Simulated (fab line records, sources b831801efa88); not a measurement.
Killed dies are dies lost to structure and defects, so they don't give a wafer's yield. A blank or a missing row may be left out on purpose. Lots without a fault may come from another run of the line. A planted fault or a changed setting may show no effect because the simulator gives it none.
Which tool did it? | flow sky130 | 12 lots, 36 wafers sampled, at 5 steps of a route of 708

WHAT THE GAUGES READ, wafer by wafer
SKY_LDD_HVN_TW_MEAS_10.
lot  | measured     | on            | LDD_HVN_TW
L639 | day 20 03:10 | film_metro-02 | 1448 1448 1445
L642 | day 21 12:22 | film_metro-04 | 1456 1438 1442
L647 | day 23 12:01 | film_metro-03 | 1430 1427 1430
L648 | day 24 00:46 | film_metro-04 | 1447 1448 1454
L649 | day 24 07:59 | film_metro-02 | 1449 1456 1456
L650 | day 24 16:01 | film_metro-03 | 1427 1426 1430
L651 | day 24 17:21 | film_metro-02 | 1449 1451 1453
L653 | day 25 10:34 | film_metro-04 | 1449 1464 1452
L654 | day 25 20:06 | film_metro-03 | 1432 1433 1436
L657 | day 26 14:11 | film_metro-02 | 1456 1463 1463
L661 | day 28 01:49 | film_metro-02 | 1459 1455 1456
L662 | day 28 08:43 | film_metro-03 | 1449 1438 1448

SKY_SD_N_RS_MEAS_18: measures by four-point-probe.
lot  | measured     | on            | RES_XHIGH_RS (ohm/sq)
L639 | day 27 15:55 | film_metro-04 | 332.2 331.7 330.8
L642 | day 28 22:16 | film_metro-03 | 334.7 334.6 334.7
L647 | day 30 20:15 | film_metro-04 | 334.0 334.6 334.4
L648 | day 31 07:53 | film_metro-03 | 331.0 331.2 329.9
L649 | day 31 14:41 | film_metro-04 | 331.4 333.0 332.7
L650 | day 32 00:36 | film_metro-03 | 317.9 316.7 316.2
L651 | day 32 00:57 | film_metro-02 | 333.4 335.0 335.9
L653 | day 32 16:18 | film_metro-04 | 318.1 317.9 318.1
L654 | day 33 02:04 | film_metro-03 | 332.8 331.5 331.1
L657 | day 33 15:43 | film_metro-02 | 335.9 335.4 334.8
L661 | day 35 01:59 | film_metro-04 | 332.2 332.5 331.5
L662 | day 35 08:29 | film_metro-03 | 332.5 330.9 331.8

WHICH TOOL RAN EACH LOT (tool, then ch and the chambers of the sampled wafers, then the start)
lot  | SKY_POLY_CUT_STRIP_12                | SKY_RES_XHIGH_IMPLANT_07        | SKY_SD_N_RTA_14
L639 | plasma_asher-01 ch 0,1, day 23 23:35 | implanter-02 ch 0, day 26 10:38 | rtp_anneal-01 ch 0, day 27 15:29
L642 | plasma_asher-01 ch 0,1, day 25 08:37 | implanter-02 ch 0, day 27 16:48 | rtp_anneal-02 ch 0, day 28 21:51
L647 | plasma_asher-04 ch 0,1, day 27 06:37 | implanter-02 ch 0, day 29 15:22 | rtp_anneal-01 ch 0, day 30 19:47
L648 | plasma_asher-04 ch 0,1, day 27 18:46 | implanter-03 ch 0, day 30 02:39 | rtp_anneal-02 ch 0, day 31 07:28
L649 | plasma_asher-01 ch 0,1, day 28 01:29 | implanter-03 ch 0, day 30 10:03 | rtp_anneal-01 ch 0, day 31 14:14
L650 | plasma_asher-01 ch 0,1, day 28 10:16 | implanter-03 ch 0, day 30 19:35 | rtp_anneal-02 ch 0, day 32 00:08
L651 | plasma_asher-04 ch 0, day 28 10:37   | implanter-02 ch 0, day 30 19:37 | rtp_anneal-01 ch 0, day 32 00:32
L653 | plasma_asher-02 ch 0,1, day 29 03:49 | implanter-03 ch 0, day 31 12:02 | rtp_anneal-02 ch 0, day 32 15:53
L654 | plasma_asher-01 ch 0,1, day 29 13:46 | implanter-02 ch 0, day 31 22:04 | rtp_anneal-01 ch 0, day 33 01:38
L657 | plasma_asher-04 ch 0,1, day 30 04:56 | implanter-01 ch 0, day 32 11:18 | rtp_anneal-01 ch 0, day 33 15:16
L661 | plasma_asher-02 ch 0, day 31 17:10   | implanter-03 ch 0, day 33 23:11 | rtp_anneal-01 ch 0, day 35 01:33
L662 | plasma_asher-02 ch 0, day 31 23:49   | implanter-02 ch 0, day 34 05:26 | rtp_anneal-02 ch 0, day 35 08:03
- SKY_POLY_CUT_STRIP_12: strips in O2/N2.
- SKY_RES_XHIGH_IMPLANT_07
- SKY_SD_N_RTA_14: time 2 s.

WHAT THE TOOLS THEMSELVES READ (means of the sampled wafers that have a number; where no wafer has one, the mark that the record gives instead)
SKY_POLY_CUT_STRIP_12.
lot  | tool            | drypump_motor_current_A (A) | oes_product_au (a.u.) | strip_time_to_endpoint_s (s)
L639 | plasma_asher-01 | 5.89                        | 0.452                 | 5.350
L642 | plasma_asher-01 | 5.89                        | 0.455                 | 5.379
L647 | plasma_asher-04 | 5.96                        | 0.456                 | 5.367
L648 | plasma_asher-04 | 5.87                        | 0.453                 | 5.381
L649 | plasma_asher-01 | 5.87                        | 0.452                 | 5.346
L650 | plasma_asher-01 | 5.89                        | 0.456                 | 5.338
L651 | plasma_asher-04 | 5.76                        | 0.454                 | 5.339
L653 | plasma_asher-02 | 5.76                        | 0.454                 | 5.373
L654 | plasma_asher-01 | 5.87                        | 0.455                 | 5.374
L657 | plasma_asher-04 | 5.93                        | 0.455                 | 5.373
L661 | plasma_asher-02 | 5.72                        | 0.451                 | 5.354
L662 | plasma_asher-02 | 5.72                        | 0.447                 | 5.335

SKY_RES_XHIGH_IMPLANT_07.
lot  | tool         | beam_energy_keV | dose_ions_cm2
L639 | implanter-02 | 20.005          | 3.6e+14
L642 | implanter-02 | 19.994          | 3.6e+14
L647 | implanter-02 | 20.000          | 3.6e+14
L648 | implanter-03 | 19.997          | 3.6e+14
L649 | implanter-03 | 20.002          | 3.6e+14
L650 | implanter-03 | 20.002          | 3.8e+14
L651 | implanter-02 | 20.006          | 3.6e+14
L653 | implanter-03 | 20.001          | 3.8e+14
L654 | implanter-02 | 19.999          | 3.6e+14
L657 | implanter-01 | 19.988          | 3.6e+14
L661 | implanter-03 | 20.006          | 3.6e+14
L662 | implanter-02 | 19.996          | 3.6e+14

SKY_SD_N_RTA_14.
lot  | tool          | lamp_power_pct (%) | ramp_down_c_per_s | wafer_temp_C_max
L639 | rtp_anneal-01 | 15.69              | 90.000            | 1077.5
L642 | rtp_anneal-02 | 15.73              | 90.013            | 1077.5
L647 | rtp_anneal-01 | 15.73              | 89.993            | 1078.8
L648 | rtp_anneal-02 | 15.72              | 90.004            | 1078.1
L649 | rtp_anneal-01 | 15.70              | 90.021            | 1076.7
L650 | rtp_anneal-02 | 15.72              | 89.988            | 1079.2
L651 | rtp_anneal-01 | 15.75              | 90.008            | 1078.1
L653 | rtp_anneal-02 | 15.74              | 89.993            | 1077.9
L654 | rtp_anneal-01 | 15.75              | 89.988            | 1077.2
L657 | rtp_anneal-01 | 15.80              | 89.991            | 1077.2
L661 | rtp_anneal-01 | 15.67              | 89.996            | 1077.0
L662 | rtp_anneal-02 | 15.72              | 90.007            | 1077.8

THE ANSWER, worked out from the rows above alone
Rule: what is usual is taken from the lots themselves. Put in order of their means at a reading, lots are off if they are a third of the lots or fewer, leave a main group of 4 or more, and stand apart from it by a gap of 3 or more times the standard deviation of the main group's means; of several such gaps the widest counts. A main group whose means are all the same, to the digits that the tables above print for the reading, isn't used. A lot without any number at a reading at which 4 lots or more have one is off too. The other lots that the step has rows for count as sound. The gauges are gone through in route order, then the tools' own readings, and for those a lot's mean is taken as printed above. The first step at which some lot is off is used, and at that step the reading that is off furthest; a lot without a number counts as furthest.
Off: L650, L653, at SKY_SD_N_RS_MEAS_18 (RES_XHIGH_RS). The main group: mean 332.9 ohm/sq, standard deviation 1.6.
A tool fits if, at a process step before that reading, it ran every lot that is off, and no sound lot after the first of them. The gauges at SKY_SD_N_RS_MEAS_18 are tried like those tools. None of those tried fits.

WHAT THE SIMULATOR HAD PUT IN
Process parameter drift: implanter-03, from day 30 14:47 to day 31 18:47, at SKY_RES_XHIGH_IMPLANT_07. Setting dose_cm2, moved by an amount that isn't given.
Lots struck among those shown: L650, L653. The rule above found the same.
